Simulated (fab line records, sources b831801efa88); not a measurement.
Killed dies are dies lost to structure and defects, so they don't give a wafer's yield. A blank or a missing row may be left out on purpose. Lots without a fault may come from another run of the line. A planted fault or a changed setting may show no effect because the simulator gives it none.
Which tool did it? | flow sky130 | 12 lots, 36 wafers sampled, at 1 step of a route of 708

WHAT THE GAUGES READ, wafer by wafer
SKY_LOCAL_INTERCONNECT_CD_MEAS_11: target cd 170 nm. Usual: cd_nm 169.9 nm, standard deviation 1.3.
lot  | measured     | on        | cd_nm (nm)        | flag
L257 | day 30 15:56 | cd_sem-02 | 168.5 170.8 170.8 |
L259 | day 31 04:01 | cd_sem-01 | 170.8 170.1 170.3 |
L260 | day 31 06:38 | cd_sem-01 | 170.8 170.8 169.7 |
L258 | day 31 08:29 | cd_sem-01 | 169.3 170.9 169.8 |
L261 | day 31 09:30 | cd_sem-01 | 172.1 172.9 170.6 |
L264 | day 32 15:17 | cd_sem-01 | 168.2 168.8 168.7 |
L271 | day 34 08:26 | cd_sem-02 | 169.2 168.6 168.4 |
L272 | day 35 00:22 | cd_sem-02 | 168.9 172.1 169.3 |
L273 | day 35 04:35 | cd_sem-01 | 170.0 170.0 169.9 |
L274 | day 35 15:17 | cd_sem-02 | 167.7 168.4 170.2 |
L278 | day 37 12:38 | cd_sem-01 | 171.5 170.9 168.6 |
L280 | day 37 15:17 | cd_sem-02 | 169.9 170.0 170.3 |

WHICH TOOL RAN EACH LOT (tool, then ch and the chambers of the sampled wafers, then the start)
The record holds no process step before these readings.

WHAT THE TOOLS THEMSELVES READ (means of the sampled wafers that have a number; where no wafer has one, the mark that the record gives instead)
The record holds no such reading with a usual standard deviation.

THE ANSWER, worked out from the rows above alone
Rule: a lot is off if the mean of its wafers that have a number lies more than 3 standard deviations from the usual mean. A lot without any number at a reading at which 4 lots or more have one is off too. The other lots that the step has rows for count as sound. The gauges are gone through in route order, then the tools' own readings, and for those a lot's mean is taken as printed above. The first step at which some lot is off is used, and at that step the reading that is off furthest; a lot without a number counts as furthest.
No lot is off at any reading shown: from this, nothing can be told.

WHAT THE SIMULATOR HAD PUT IN
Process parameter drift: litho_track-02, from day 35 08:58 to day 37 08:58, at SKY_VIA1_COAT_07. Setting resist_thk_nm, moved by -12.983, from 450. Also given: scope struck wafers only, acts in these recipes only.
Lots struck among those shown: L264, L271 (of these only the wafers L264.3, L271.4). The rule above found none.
